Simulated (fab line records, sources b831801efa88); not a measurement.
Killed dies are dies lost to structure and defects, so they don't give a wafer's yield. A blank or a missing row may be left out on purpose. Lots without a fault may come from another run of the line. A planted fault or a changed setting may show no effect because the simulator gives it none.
Which tool did it? | flow gf180mcu | 13 lots, 39 wafers sampled, at 6 steps of a route of 602

WHAT THE GAUGES READ, wafer by wafer
GF_HV_LDD_THK_MEAS_57.
lot  | measured     | on            | HV_LDD_CVD_56_THK (nm)
L137 | day 12 12:43 | film_metro-02 | 90.8 89.9 90.8
L138 | day 12 20:41 | film_metro-01 | 89.9 89.4 89.3
L142 | day 14 02:32 | film_metro-01 | 90.4 90.3 90.3
L143 | day 14 11:42 | film_metro-03 | 89.4 89.1 89.1
L144 | day 14 17:28 | film_metro-03 | 89.3 89.5 89.4
L145 | day 15 03:26 | film_metro-03 | 90.0 89.9 90.1
L146 | day 15 12:01 | film_metro-03 | 84.6 83.6 83.4
L148 | day 16 07:25 | film_metro-01 | 82.5 82.2 82.6
L153 | day 17 22:17 | film_metro-02 | 89.6 90.4 90.7
L155 | day 18 11:53 | film_metro-01 | 90.9 90.6 90.2
L156 | day 18 19:20 | film_metro-02 | 89.2 88.8 89.2
L157 | day 19 06:44 | film_metro-02 | 88.4 89.8 89.8
L160 | day 20 02:02 | film_metro-01 | 88.8 88.4 88.4

GF_M3_OVL_MEAS_15.
lot  | measured     | on         | M3_OVL (nm)
L137 | day 21 07:43 | overlay-01 | 8 8 0
L138 | day 21 16:24 | overlay-02 | 7 5 4
L142 | day 23 06:47 | overlay-01 | 3 -1 8
L143 | day 23 16:00 | overlay-01 | 11 15 14
L144 | day 23 20:02 | overlay-01 | 6 7 0
L145 | day 24 07:09 | overlay-02 | -3 2 0
L146 | day 24 16:09 | overlay-02 | 11 7 12
L148 | day 25 11:12 | overlay-01 | 9 2 3
L153 | day 26 23:03 | overlay-02 | 3 3 10
L155 | day 27 08:47 | overlay-01 | 6 5 6
L156 | day 27 17:20 | overlay-02 | -3 1 6
L157 | day 28 00:14 | overlay-01 | -2 -9 -5
L160 | day 28 16:53 | overlay-01 | 3 4 3

WHICH TOOL RAN EACH LOT (tool, then ch and the chambers of the sampled wafers, then the start)
lot  | GF_HV_LDD_CVD_56            | GF_HV_LDD_ETCHBACK_58              | GF_M1_SPUTTER_00             | GF_M1_SPUTTER_01
L137 | lpcvd-02 ch 0, day 12 11:17 | rie_diel-04 ch 0,2,3, day 12 12:47 | pvd_sputter-03, day 16 02:38 | pvd_sputter-03, day 16 02:44
L138 | lpcvd-01 ch 0, day 12 19:15 | rie_diel-01 ch 0,3, day 12 20:44   | pvd_sputter-03, day 16 12:44 | pvd_sputter-03, day 16 12:50
L142 | lpcvd-02 ch 1, day 14 00:22 | rie_diel-03 ch 0,1,2, day 14 02:34 | pvd_sputter-01, day 18 00:35 | pvd_sputter-01, day 18 00:41
L143 | lpcvd-01 ch 0, day 14 10:16 | rie_diel-01 ch 1,2,3, day 14 11:45 | pvd_sputter-02, day 18 10:33 | pvd_sputter-02, day 18 10:39
L144 | lpcvd-02 ch 0, day 14 16:02 | rie_diel-03 ch 1,2,3, day 14 17:31 | pvd_sputter-01, day 18 16:11 | pvd_sputter-01, day 18 16:17
L145 | lpcvd-01 ch 0, day 15 01:59 | rie_diel-04 ch 0,3, day 15 03:29   | pvd_sputter-02, day 19 02:11 | pvd_sputter-02, day 19 02:17
L146 | lpcvd-01 ch 1, day 15 10:34 | rie_diel-04 ch 2,3, day 15 12:03   | pvd_sputter-01, day 19 12:42 | pvd_sputter-01, day 19 12:48
L148 | lpcvd-01 ch 1, day 16 05:58 | rie_diel-01 ch 0,1,2, day 16 07:28 | pvd_sputter-01, day 20 09:52 | pvd_sputter-01, day 20 09:58
L153 | lpcvd-02 ch 0, day 17 20:51 | rie_diel-03 ch 0,1, day 17 22:20   | pvd_sputter-03, day 22 02:20 | pvd_sputter-03, day 22 02:26
L155 | lpcvd-02 ch 1, day 18 10:28 | rie_diel-01 ch 1,2,3, day 18 11:57 | pvd_sputter-03, day 22 15:49 | pvd_sputter-03, day 22 15:55
L156 | lpcvd-01 ch 1, day 18 17:55 | rie_diel-03 ch 0,2, day 18 19:24   | pvd_sputter-02, day 22 23:18 | pvd_sputter-02, day 22 23:25
L157 | lpcvd-01 ch 0, day 19 05:17 | rie_diel-03 ch 1,2,3, day 19 06:47 | pvd_sputter-02, day 23 09:18 | pvd_sputter-02, day 23 09:24
L160 | lpcvd-01 ch 1, day 20 00:35 | rie_diel-04 ch 0,2,3, day 20 02:07 | pvd_sputter-01, day 24 03:14 | pvd_sputter-01, day 24 03:21
- GF_HV_LDD_CVD_56: deposits Si3N4 from DCS/NH3, target thk 90 nm, time 1543 s.
- GF_HV_LDD_ETCHBACK_58: etches Si3N4 in CH3F/O2, stops on SiO2, time 100 s, target depth 90 nm.
- GF_M1_SPUTTER_00: material Ti, target thk 37.5 nm, time 150 s.
- GF_M1_SPUTTER_01: material TiN, target thk 30 nm, time 25 s.

WHAT THE TOOLS THEMSELVES READ (means of the sampled wafers that have a number; where no wafer has one, the mark that the record gives instead)
GF_HV_LDD_ETCHBACK_58.
lot  | tool        | drypump_motor_current_A (A) | oes_product_au (a.u.) | throttle_valve_pct (%)
L137 | rie_diel-04 | 5.8                         | 0.845                 | 10.564
L138 | rie_diel-01 | 5.7                         | 0.836                 | 10.561
L142 | rie_diel-03 | 6.0                         | 0.846                 | 10.573
L143 | rie_diel-01 | 5.9                         | 0.840                 | 10.560
L144 | rie_diel-03 | 5.9                         | 0.842                 | 10.552
L145 | rie_diel-04 | 5.9                         | 0.841                 | 10.559
L146 | rie_diel-04 | 5.8                         | 0.814                 | 10.548
L148 | rie_diel-01 | 5.9                         | 0.805                 | 10.548
L153 | rie_diel-03 | 5.9                         | 0.843                 | 10.567
L155 | rie_diel-01 | 5.9                         | 0.848                 | 10.561
L156 | rie_diel-03 | 5.9                         | 0.837                 | 10.555
L157 | rie_diel-03 | 6.0                         | 0.838                 | 10.561
L160 | rie_diel-04 | 5.7                         | 0.834                 | 10.572

GF_M1_SPUTTER_00.
lot  | tool           | throttle_valve_pct (%)
L137 | pvd_sputter-03 | 30.0
L138 | pvd_sputter-03 | 30.3
L142 | pvd_sputter-01 | 28.0
L143 | pvd_sputter-02 | 30.4
L144 | pvd_sputter-01 | 29.8
L145 | pvd_sputter-02 | 30.3
L146 | pvd_sputter-01 | 28.5
L148 | pvd_sputter-01 | 28.0
L153 | pvd_sputter-03 | 30.4
L155 | pvd_sputter-03 | 30.2
L156 | pvd_sputter-02 | 30.1
L157 | pvd_sputter-02 | 29.9
L160 | pvd_sputter-01 | 31.2

GF_M1_SPUTTER_01.
lot  | tool           | throttle_valve_pct (%)
L137 | pvd_sputter-03 | 30.2
L138 | pvd_sputter-03 | 30.4
L142 | pvd_sputter-01 | 27.9
L143 | pvd_sputter-02 | 30.4
L144 | pvd_sputter-01 | 29.7
L145 | pvd_sputter-02 | 30.1
L146 | pvd_sputter-01 | 28.5
L148 | pvd_sputter-01 | 28.0
L153 | pvd_sputter-03 | 30.1
L155 | pvd_sputter-03 | 30.2
L156 | pvd_sputter-02 | 30.0
L157 | pvd_sputter-02 | 30.0
L160 | pvd_sputter-01 | 31.1

THE ANSWER, worked out from the rows above alone
Rule: what is usual is taken from the lots themselves. Put in order of their means at a reading, lots are off if they are a third of the lots or fewer, leave a main group of 4 or more, and stand apart from it by a gap of 3 or more times the standard deviation of the main group's means; of several such gaps the widest counts. A main group whose means are all the same, to the digits that the tables above print for the reading, isn't used. A lot without any number at a reading at which 4 lots or more have one is off too. The other lots that the step has rows for count as sound. The gauges are gone through in route order, then the tools' own readings, and for those a lot's mean is taken as printed above. The first step at which some lot is off is used, and at that step the reading that is off furthest; a lot without a number counts as furthest.
Off: L146, L148, at GF_HV_LDD_THK_MEAS_57 (HV_LDD_CVD_56_THK). The main group: mean 89.7 nm, standard deviation 0.63.
A tool fits if, at a process step before that reading, it ran every lot that is off, and no sound lot after the first of them. The gauges at GF_HV_LDD_THK_MEAS_57 aren't tried: what is off there is off at GF_HV_LDD_ETCHBACK_58 too, on other tools, and a gauge's error can't cause that. None of those tried fits.

WHAT THE SIMULATOR HAD PUT IN
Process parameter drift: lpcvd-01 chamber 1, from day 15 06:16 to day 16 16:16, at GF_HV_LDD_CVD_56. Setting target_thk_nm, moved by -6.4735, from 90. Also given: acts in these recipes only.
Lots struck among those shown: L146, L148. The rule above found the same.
